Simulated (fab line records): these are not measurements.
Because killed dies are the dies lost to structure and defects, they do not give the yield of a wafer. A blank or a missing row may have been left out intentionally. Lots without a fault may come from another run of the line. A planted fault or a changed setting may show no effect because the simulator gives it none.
Comparing a struck lot with a sound one | flow sky130 | 16 out of 708 route steps
Sound: the wafers L411.1, L411.3, L411.4. Wafers L415.1, L415.4, L415.5 were the ones struck. The cause is given at the end.
At each step with rows: each side's tool, then ch and its chambers, then its first start. Under that, the readings that differ: sound wafers | struck wafers | difference of the means | sigmas: that difference in standard deviations of wafers without a fault.
alike: a reading whose means differ by less than 2 such deviations, as well as words and numbers matching on both sides. not compared: withheld readings; readings where some wafer has no value; bounds like >300 that might hide an equal value; numbers whose values overlap and for which the record gives no deviation.
Wherever a step has rows on one side only, a row that says differs or no value, or a row with sigmas, the two part there. When numbers do not overlap yet have no deviation, they are printed without sigmas and do not part them. Lack of a reading on every wafer of one side parts them only where that side has two or more wafers.

first, 5 steps without rows for these wafers: SKY_VIA4_COAT_06 (resist thk 1140 nm); SKY_VIA4_SOFTBAKE_07 (time 60 s); SKY_VIA4_EXPOSE_08 (exposes mask VIM4, target cd 800 nm); SKY_VIA4_PEB_09; SKY_VIA4_DEVELOP_10 (develop time 60 s).
SKY_VIA4_OVL_MEAS_11:
  struck on overlay-02, day 45 21:27; sound on overlay-02, day 44 21:22
  alike: VIA4_OVL
SKY_VIA4_ETCH_12: etches SiO2 in C4F8/O2/Ar, stops on TiN, target depth 580 nm.
  sound on rie diel-03 ch 0,1,3, day 44 21:24; struck on rie diel-01 ch 1,2,3, day 45 21:29
  alike: oes product au
SKY_VIA4_STRIP_13: strips in O2/N2.
  sound on plasma asher-04 ch 0,1, day 44 21:28; struck on plasma asher-01 ch 1, day 45 21:34
  alike: drypump motor current A, o2 flow sccm, oes product au, strip time to endpoint s
  not compared: rf hours counter h
then, 3 steps without rows for these wafers: SKY_VIA4_STRIP_14 (strips in post etch residue remover, time 1200 s); SKY_VIA4_CLEAN_15 (cleans in IPA, time 180 s); SKY_VIA4_CLEAN_16 (cleans in O3/DIW).
SKY_VIA4_SPUTTER_17: material TiN, target thk 20 nm, time 80 s.
  struck on pvd sputter-02, day 45 22:11; sound on pvd sputter-01, day 44 22:05
  alike: throttle valve pct
SKY_VIA4_CVD_18: deposits W, target thk 505 nm, time 152.14 s.
  sound on cvd w-02 ch 0,1, day 44 22:08; struck on cvd w-02 ch 0, day 45 22:14
  reading                            | sound                | struck               | difference | sigmas
  susceptor temp C (C)               | 399.97 400.06 399.95 | 391.65 391.54 391.79 | -8.33      | -38
  model.W_of_VIA4_CVD_18.thk nm (nm) | 495.9 495.1 510.8    | 441.2 440.4 438.9    | -60.4      |
  alike: heater power w
SKY_VIA4_RS_MEAS_19: uses a four-point probe to measure.
  struck on film metro-04, day 45 22:23; sound on film metro-04, day 44 22:17
  reading            | sound             | struck            | difference | sigmas
  VIA4_W_RS (ohm/sq) | 0.231 0.231 0.224 | 0.260 0.260 0.261 | +0.032     | +6
SKY_VIA4_THK_MEAS_20: measures by xrf.
  struck on film metro-04, day 45 22:31; sound on film metro-04, day 44 22:25
  reading         | sound       | struck      | difference | sigmas
  VIA4_W_THK (nm) | 509 510 529 | 454 452 453 | -63        | -4
SKY_VIA4_CMP_21: polishes, stops on SiO2, t overpolish 25 s, target thk 0 nm.
  sound on cmp-02 ch 0,1,2, day 44 22:28; struck on cmp-01 ch 0,1, day 45 22:34
  alike: motor current A, time to endpoint s

WHERE THEY PART
Earliest at SKY_VIA4_CVD_18; latest, in this record, at SKY_VIA4_THK_MEAS_20. Later steps at which nothing parts them and some readings are alike: SKY_VIA4_CMP_21.

WHY: what the simulator had put in
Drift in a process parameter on cvd w-02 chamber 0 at SKY_VIA4_CVD_18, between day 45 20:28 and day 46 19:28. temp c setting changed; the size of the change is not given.
